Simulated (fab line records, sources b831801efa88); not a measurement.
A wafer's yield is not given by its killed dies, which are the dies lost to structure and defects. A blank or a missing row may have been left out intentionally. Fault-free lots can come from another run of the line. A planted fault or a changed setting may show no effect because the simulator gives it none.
fab line records / flow sky130
record: lots: 14 wafers: 40 lastDay: 50
route steps=708 shown VT_ADJUST_HVTR@140
lots with no fault: from the same line, run without faults
startH: the number of hours between the record's first day and the start of the first shown wafer of the lot / waitH: time in hours since the lot's previous step / " unchanged from the row above / L1.1+2: several wafers, shown together as one row / - no value, or no start was given / * or withheld: withheld / < > ~ a bound
route shown NAME@n: a module of which the file shows steps, and the number in the route of the first / usual: average and standard deviation across the fault-free wafers / same: alike in all rows / chamber/n: place in a boat / sites: the reading at each site / _std_site: how widely they spread, as a standard deviation / _edge_site: mean of outer sites minus mean of inner sites / radiusMm: how far each site lies from the wafer's centre / mask NAME#n: copy n / behind: the most recent tool/chamber to have shaped the wafer / hold: reason for holding the lot/hours on hold/outcome of the hold / device: the transistor (n, p or np) that didn't switch / end of line: tests of these same wafers at the route's end / step lacking rows: just its recipe / killed: dies that structure and defects cost at the first sort, which is not the same as the wafer's yield / map: shows each die of a wafer: x if killed, . if not, _ if none is there
set.NAME: setting as actually run; set.NAME@STEP: the setting as run at that earlier step / model.NAME: the simulator's own value behind a step, which no gauge read
the route's steps for a sample of lots (tables are steps, rows are wafers)
services: the hour from which a tool's chamber was out of use, counted from the record's first day as startH (under 0 if before that day), plus the number of hours and why
== steps ==
step: SKY_VT_ADJUST_HVTR_IMPLANT_09
recipe: species: B energyKev: 10 doseCm2: 2.1e+12 tiltDeg: withheld
usual: beamOnS: 9.98/0.2 faradayCurrentUA: 11.86/0.24
lot.wafer=L669.3 tool=implanter-04 chamber=0 startH=216.20 waitH=0.1 beamOnS=9.93 faradayCurrentUA=11.85
lot.wafer=L669.4 tool=implanter-04 chamber=0 startH=216.20 waitH=0.1 beamOnS=10.00 faradayCurrentUA=11.88
lot.wafer=L669.6 tool=implanter-04 chamber=0 startH=216.20 waitH=0.1 beamOnS=10.14 faradayCurrentUA=11.69
lot.wafer=L668.3 tool=implanter-04 chamber=0 startH=217.05 waitH=0.1 beamOnS=10.11 faradayCurrentUA=11.76
lot.wafer=L668.4 tool=implanter-04 chamber=0 startH=217.05 waitH=0.1 beamOnS=10.40 faradayCurrentUA=11.33
lot.wafer=L668.6 tool=implanter-04 chamber=0 startH=217.05 waitH=0.1 beamOnS=10.08 faradayCurrentUA=11.69
lot.wafer=L670.3 tool=implanter-03 chamber=0 startH=225.70 waitH=0.1 beamOnS=10.18 faradayCurrentUA=11.60
lot.wafer=L670.4 tool=implanter-03 chamber=0 startH=225.70 waitH=0.1 beamOnS=10.31 faradayCurrentUA=11.53
lot.wafer=L670.5 tool=implanter-03 chamber=0 startH=225.70 waitH=0.1 beamOnS=9.66 faradayCurrentUA=12.24
lot.wafer=L671.1 tool=implanter-02 chamber=0 startH=226.60 waitH=0.0 beamOnS=9.88 faradayCurrentUA=12.01
lot.wafer=L671.2 tool=implanter-02 chamber=0 startH=226.60 waitH=0.0 beamOnS=10.22 faradayCurrentUA=11.53
lot.wafer=L671.3 tool=implanter-02 chamber=0 startH=226.60 waitH=0.0 beamOnS=9.93 faradayCurrentUA=11.89
lot.wafer=L672.3 tool=implanter-03 chamber=0 startH=234.05 waitH=0.1 beamOnS=9.84 faradayCurrentUA=12.00
lot.wafer=L672.5 tool=implanter-03 chamber=0 startH=234.05 waitH=0.1 beamOnS=10.00 faradayCurrentUA=11.86
lot.wafer=L672.6 tool=implanter-03 chamber=0 startH=234.05 waitH=0.1 beamOnS=9.96 faradayCurrentUA=11.93
lot.wafer=L673.1 tool=implanter-02 chamber=0 startH=234.65 waitH=0.0 beamOnS=10.06 faradayCurrentUA=11.78
lot.wafer=L673.3 tool=implanter-02 chamber=0 startH=234.65 waitH=0.0 beamOnS=10.32 faradayCurrentUA=11.48
lot.wafer=L673.4 tool=implanter-02 chamber=0 startH=234.65 waitH=0.0 beamOnS=10.06 faradayCurrentUA=11.82
lot.wafer=L675.1 tool=implanter-03 chamber=0 startH=258.60 waitH=0.0 beamOnS=10.09 faradayCurrentUA=11.75
lot.wafer=L675.2 tool=implanter-03 chamber=0 startH=258.60 waitH=0.0 beamOnS=9.86 faradayCurrentUA=11.99
lot.wafer=L675.3 tool=implanter-03 chamber=0 startH=258.60 waitH=0.0 beamOnS=10.00 faradayCurrentUA=11.85
lot.wafer=L676.1 tool=implanter-03 chamber=0 startH=259.25 waitH=0.0 beamOnS=10.05 faradayCurrentUA=11.78
lot.wafer=L676.4 tool=implanter-03 chamber=0 startH=259.25 waitH=0.0 beamOnS=9.99 faradayCurrentUA=11.89
lot.wafer=L676.5 tool=implanter-03 chamber=0 startH=259.25 waitH=0.0 beamOnS=10.19 faradayCurrentUA=11.54
lot.wafer=L677.3 tool=implanter-03 chamber=0 startH=268.60 waitH=0.1 beamOnS=10.13 faradayCurrentUA=11.71
lot.wafer=L677.5 tool=implanter-03 chamber=0 startH=268.60 waitH=0.1 beamOnS=9.54 faradayCurrentUA=12.39
lot.wafer=L677.6 tool=implanter-03 chamber=0 startH=268.60 waitH=0.1 beamOnS=9.98 faradayCurrentUA=11.84
lot.wafer=L681.2 tool=implanter-03 chamber=0 startH=296.92 waitH=0.0 beamOnS=8.49 faradayCurrentUA=13.97
lot.wafer=L681.6 tool=implanter-03 chamber=0 startH=296.92 waitH=0.0 beamOnS=10.38 faradayCurrentUA=11.36
lot.wafer=L685.2 tool=implanter-03 chamber=0 startH=325.28 waitH=0.0 beamOnS=8.53 faradayCurrentUA=13.88
lot.wafer=L685.6 tool=implanter-03 chamber=0 startH=325.28 waitH=0.0 beamOnS=10.15 faradayCurrentUA=11.66
lot.wafer=L688.2 tool=implanter-04 chamber=0 startH=351.72 waitH=0.0 beamOnS=9.95 faradayCurrentUA=11.90
lot.wafer=L688.4 tool=implanter-04 chamber=0 startH=351.72 waitH=0.0 beamOnS=10.11 faradayCurrentUA=11.72
lot.wafer=L688.6 tool=implanter-04 chamber=0 startH=351.72 waitH=0.0 beamOnS=9.87 faradayCurrentUA=11.98
lot.wafer=L689.2 tool=implanter-02 chamber=0 startH=358.92 waitH=0.0 beamOnS=10.56 faradayCurrentUA=11.14
lot.wafer=L689.4 tool=implanter-02 chamber=0 startH=358.92 waitH=0.0 beamOnS=10.38 faradayCurrentUA=11.37
lot.wafer=L689.5 tool=implanter-02 chamber=0 startH=358.92 waitH=0.0 beamOnS=9.94 faradayCurrentUA=11.92
lot.wafer=L690.1 tool=implanter-02 chamber=0 startH=367.89 waitH=0.0 beamOnS=9.76 faradayCurrentUA=12.15
lot.wafer=L690.2 tool=implanter-02 chamber=0 startH=367.89 waitH=0.0 beamOnS=9.79 faradayCurrentUA=12.14
lot.wafer=L690.4 tool=implanter-02 chamber=0 startH=367.89 waitH=0.0 beamOnS=9.81 faradayCurrentUA=12.02
step: SKY_VT_ADJUST_HVTR_TW_MEAS_11
usual: VT_ADJUST_HVTR_TW: 210.8/1.6
lot.wafer=L669.3 tool=filmMetro-03 chamber=- startH=216.42 waitH=0.1 VT_ADJUST_HVTR_TW=213.0
lot.wafer=L669.4 tool=filmMetro-03 chamber=- startH=216.42 waitH=0.1 VT_ADJUST_HVTR_TW=212.5
lot.wafer=L669.6 tool=filmMetro-03 chamber=- startH=216.42 waitH=0.1 VT_ADJUST_HVTR_TW=212.4
lot.wafer=L668.3 tool=filmMetro-03 chamber=- startH=217.27 waitH=0.1 VT_ADJUST_HVTR_TW=212.1
lot.wafer=L668.4 tool=filmMetro-03 chamber=- startH=217.27 waitH=0.1 VT_ADJUST_HVTR_TW=212.4
lot.wafer=L668.6 tool=filmMetro-03 chamber=- startH=217.27 waitH=0.1 VT_ADJUST_HVTR_TW=212.2
lot.wafer=L670.3 tool=filmMetro-03 chamber=- startH=225.92 waitH=0.1 VT_ADJUST_HVTR_TW=213.1
lot.wafer=L670.4 tool=filmMetro-03 chamber=- startH=225.92 waitH=0.1 VT_ADJUST_HVTR_TW=212.9
lot.wafer=L670.5 tool=filmMetro-03 chamber=- startH=225.92 waitH=0.1 VT_ADJUST_HVTR_TW=213.7
lot.wafer=L671.1 tool=filmMetro-02 chamber=- startH=226.85 waitH=0.1 VT_ADJUST_HVTR_TW=210.3
lot.wafer=L671.2 tool=filmMetro-02 chamber=- startH=226.85 waitH=0.1 VT_ADJUST_HVTR_TW=209.4
lot.wafer=L671.3 tool=filmMetro-02 chamber=- startH=226.85 waitH=0.1 VT_ADJUST_HVTR_TW=210.3
lot.wafer=L672.3 tool=filmMetro-03 chamber=- startH=234.27 waitH=0.1 VT_ADJUST_HVTR_TW=213.7
lot.wafer=L672.5 tool=filmMetro-03 chamber=- startH=234.27 waitH=0.1 VT_ADJUST_HVTR_TW=212.6
lot.wafer=L672.6 tool=filmMetro-03 chamber=- startH=234.27 waitH=0.1 VT_ADJUST_HVTR_TW=212.6
lot.wafer=L673.1 tool=filmMetro-03 chamber=- startH=234.90 waitH=0.1 VT_ADJUST_HVTR_TW=212.0
lot.wafer=L673.3 tool=filmMetro-03 chamber=- startH=234.90 waitH=0.1 VT_ADJUST_HVTR_TW=212.3
lot.wafer=L673.4 tool=filmMetro-03 chamber=- startH=234.90 waitH=0.1 VT_ADJUST_HVTR_TW=213.6
lot.wafer=L675.1 tool=filmMetro-02 chamber=- startH=258.85 waitH=0.1 VT_ADJUST_HVTR_TW=208.5
lot.wafer=L675.2 tool=filmMetro-02 chamber=- startH=258.85 waitH=0.1 VT_ADJUST_HVTR_TW=208.4
lot.wafer=L675.3 tool=filmMetro-02 chamber=- startH=258.85 waitH=0.1 VT_ADJUST_HVTR_TW=209.0
lot.wafer=L676.1 tool=filmMetro-02 chamber=- startH=259.50 waitH=0.1 VT_ADJUST_HVTR_TW=208.2
lot.wafer=L676.4 tool=filmMetro-02 chamber=- startH=259.50 waitH=0.1 VT_ADJUST_HVTR_TW=209.0
lot.wafer=L676.5 tool=filmMetro-02 chamber=- startH=259.50 waitH=0.1 VT_ADJUST_HVTR_TW=208.9
lot.wafer=L677.3 tool=filmMetro-03 chamber=- startH=268.82 waitH=0.1 VT_ADJUST_HVTR_TW=212.4
lot.wafer=L677.5 tool=filmMetro-03 chamber=- startH=268.82 waitH=0.1 VT_ADJUST_HVTR_TW=212.0
lot.wafer=L677.6 tool=filmMetro-03 chamber=- startH=268.82 waitH=0.1 VT_ADJUST_HVTR_TW=211.2
lot.wafer=L681.2 tool=filmMetro-02 chamber=- startH=297.15 waitH=0.1 VT_ADJUST_HVTR_TW=199.4
lot.wafer=L681.6 tool=filmMetro-02 chamber=- startH=297.15 waitH=0.1 VT_ADJUST_HVTR_TW=209.4
lot.wafer=L685.2 tool=filmMetro-02 chamber=- startH=325.51 waitH=0.1 VT_ADJUST_HVTR_TW=198.3
lot.wafer=L685.6 tool=filmMetro-02 chamber=- startH=325.51 waitH=0.1 VT_ADJUST_HVTR_TW=207.8
lot.wafer=L688.2 tool=filmMetro-03 chamber=- startH=351.95 waitH=0.1 VT_ADJUST_HVTR_TW=211.1
lot.wafer=L688.4 tool=filmMetro-03 chamber=- startH=351.95 waitH=0.1 VT_ADJUST_HVTR_TW=210.5
lot.wafer=L688.6 tool=filmMetro-03 chamber=- startH=351.95 waitH=0.1 VT_ADJUST_HVTR_TW=212.1
lot.wafer=L689.2 tool=filmMetro-03 chamber=- startH=359.15 waitH=0.1 VT_ADJUST_HVTR_TW=210.9
lot.wafer=L689.4 tool=filmMetro-03 chamber=- startH=359.15 waitH=0.1 VT_ADJUST_HVTR_TW=210.6
lot.wafer=L689.5 tool=filmMetro-03 chamber=- startH=359.15 waitH=0.1 VT_ADJUST_HVTR_TW=209.9
lot.wafer=L690.1 tool=filmMetro-02 chamber=- startH=368.16 waitH=0.1 VT_ADJUST_HVTR_TW=210.0
lot.wafer=L690.2 tool=filmMetro-02 chamber=- startH=368.16 waitH=0.1 VT_ADJUST_HVTR_TW=209.7
lot.wafer=L690.4 tool=filmMetro-02 chamber=- startH=368.16 waitH=0.1 VT_ADJUST_HVTR_TW=210.2
== services ==
tool=implanter-02 chamber=- startH=218.17 hours=5.7 kind=pm
tool=implanter-03 chamber=- startH=270.47 hours=3.6 kind=pm
tool=implanter-02 chamber=- startH=288.94 hours=3.5 kind=pm
tool=implanter-03 chamber=- startH=293.26 hours=2.1 kind=repair
tool=implanter-02 chamber=- startH=298.14 hours=1.2 kind=repair
tool=implanter-04 chamber=- startH=298.90 hours=2.8 kind=repair
tool=implanter-03 chamber=- startH=312.08 hours=1.9 kind=repair
tool=implanter-04 chamber=- startH=324.17 hours=3.4 kind=repair
tool=implanter-04 chamber=- startH=344.31 hours=3.1 kind=repair
tool=implanter-04 chamber=- startH=359.90 hours=1.9 kind=repair
== key ==
firstSign: step: SKY_VT_ADJUST_HVTR_IMPLANT_09 reading: faradayCurrentUA direction: up sigmas: 8.5 usual: 11.86 struck: 13.93
effect: step: SKY_VT_ADJUST_HVTR_IMPLANT_09 reading: beamOnS direction: down sigmas: 7.2 usual: 9.98 struck: 8.51
effect: step: SKY_VT_ADJUST_HVTR_TW_MEAS_11 reading: VT_ADJUST_HVTR_TW direction: down sigmas: 7.5 usual: 210.8 struck: 198.8
metAt SKY_VT_ADJUST_HVTR_IMPLANT_09
struckLots L681,L685
struckWafers L681.2,L685.2
testerLeftOut L681,L685
onsetBetween 268.60 296.92
fault: kind: processParameterDrift tool: implanter-03 chamber: - onsetH: 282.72 steps: SKY_VT_ADJUST_HVTR_IMPLANT_09 channel: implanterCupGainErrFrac offset: 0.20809 shape: step endH: 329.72 scope: struckWafersOnly
testerLeftOut: of these lots the tester's yield and bins aren't shown, on N5 and GAA mostly nor the transistor test; their killed dies are dies lost to structure and defects alone, not to doping, threshold or leakage, so they don't give the yield
